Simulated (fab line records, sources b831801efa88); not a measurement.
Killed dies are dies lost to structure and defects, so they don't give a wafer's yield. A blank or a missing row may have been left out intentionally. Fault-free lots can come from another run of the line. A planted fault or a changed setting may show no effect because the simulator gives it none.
Split-lot experiment ; flow sfq-line ; on a route of 325 steps: 5 lots, 27 wafers read

## SPLIT DETAILS
At SFQ_TRILAYER_M0_DEP_SPUTTER_019 (material Nb, target thk 200 nm, time 133.3 s), the setting time-s was moved away from the recipe's 133.3 s on 12 of the 27 wafers read, by -21.8% to +52.7%. This setting was run at the recipe's value on the other wafers.

The file shows no step between the split and the reading.

## THE READING
Measured at SFQ_M0_RS_MEAS_904 by four-point probe: M0_NB_RS, in ohm/sq. Fault-free wafers of this fab line usually give 0.890 ohm/sq, standard deviation 0.012 ohm/sq.

wafer;tool, chamber at the split;time-s as run, s;against the recipe;M0_NB_RS, ohm/sq;against lot-mates on the recipe
L074.4;pvd-sputter-06, -;133.3;recipe;0.898;-
L074.5;pvd-sputter-06, -;133.3;recipe;0.899;-
L074.6;pvd-sputter-06, -;133.3;recipe;0.876;-
L076.1;pvd-sputter-06, -;197.4;+48.1%;0.609;-0.279
L076.2;pvd-sputter-06, -;133.3;recipe;0.875;-
L076.3;pvd-sputter-06, -;197.4;+48.1%;0.595;-0.293
L076.4;pvd-sputter-06, -;197.4;+48.1%;0.599;-0.289
L076.5;pvd-sputter-06, -;133.3;recipe;0.882;-
L076.6;pvd-sputter-06, -;133.3;recipe;0.906;-
L078.1;pvd-sputter-04, -;203.5;+52.7%;0.585;-0.316
L078.2;pvd-sputter-04, -;133.3;recipe;0.898;-
L078.3;pvd-sputter-04, -;203.5;+52.7%;0.575;-0.326
L078.4;pvd-sputter-04, -;133.3;recipe;0.910;-
L078.5;pvd-sputter-04, -;133.3;recipe;0.895;-
L078.6;pvd-sputter-04, -;203.5;+52.7%;0.578;-0.323
L079.1;pvd-sputter-03, -;104.2;-21.8%;1.131;+0.235
L079.2;pvd-sputter-03, -;104.2;-21.8%;1.154;+0.258
L079.3;pvd-sputter-03, -;133.3;recipe;0.893;-
L079.4;pvd-sputter-03, -;133.3;recipe;0.898;-
L079.5;pvd-sputter-03, -;133.3;recipe;0.898;-
L079.6;pvd-sputter-03, -;104.2;-21.8%;1.154;+0.258
L084.1;pvd-sputter-03, -;133.3;recipe;0.881;-
L084.2;pvd-sputter-03, -;133.3;recipe;0.897;-
L084.3;pvd-sputter-03, -;133.3;recipe;0.902;-
L084.4;pvd-sputter-03, -;194.9;+46.2%;0.607;-0.286
L084.5;pvd-sputter-03, -;194.9;+46.2%;0.605;-0.288
L084.6;pvd-sputter-03, -;194.9;+46.2%;0.611;-0.282

THE FIT
A straight line over all 27 wafers: M0_NB_RS changes by -0.00679 ohm/sq for each +1% of time-s; r = -0.98; the points scatter about the line by 0.035 ohm/sq.
The same after taking each lot's own level away (the mean of its wafers on the recipe; 27 wafers): -0.00679 ohm/sq for each +1%; r = -0.98; scatter 0.035 ohm/sq.
According to that fit, moving time-s by its largest amount changes the reading by 0.36 ohm/sq.
From 0.8877 to 0.9010 ohm/sq: that is the span of the lots' own levels, equal to 1.1 times the standard deviation above.
Consequently the slope shifts little with the lot-to-lot level, the two slopes agreeing.
Check: -0.337 ohm/sq against its lot-mates is what the line predicts for one of the wafers moved furthest among these (+52.7%) when that wafer is left out of the fit. Against them it came out at -0.316 ohm/sq.

## OTHER SPLITS ON THESE WAFERS
Before the reading, these wafers also passed through other splits. Each is held against what the fit with the lots' levels taken away leaves over:
other split on the same wafers;wafers away from the commonest value;r with M0_NB_RS (lot level and that fit taken away)
SFQ_TRILAYER_INCOMING_OXIDATION_002 ox-time-s;21;+0.26

## THE WHOLE CHAIN: every reading that the file lists as answering this split, in the file's order
step;what it does;reading;change (the file's fit);r (the file's)
SFQ_TRILAYER_M0_DEP_SPUTTER_019;material Nb, target thk 200 nm, time 133.3 s;Nb_of_TRILAYER_M0_DEP_SPUTTER_019.thk-nm (the simulator's own value, which no gauge read);+2.01 nm for each +1% of the setting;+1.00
SFQ_M0_RS_MEAS_904;measures by four-point-probe;M0_NB_RS;-0.00642 for each +1% of the setting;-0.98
SFQ_TRILAYER_M0_ETCH_METAL_ETCH_024;etches Nb in Cl2/Ar, stops on SiO2, target depth 240 nm, time 120 s;oes-product-au;not straight: 0.776 at the lowest setting, 0.892 at the recipe, 0.984 at the highest;not given

## THE FILE'S OWN FIT
M0_NB_RS changes by -0.00642 ohm/sq for each +1% of time-s, r = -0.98.
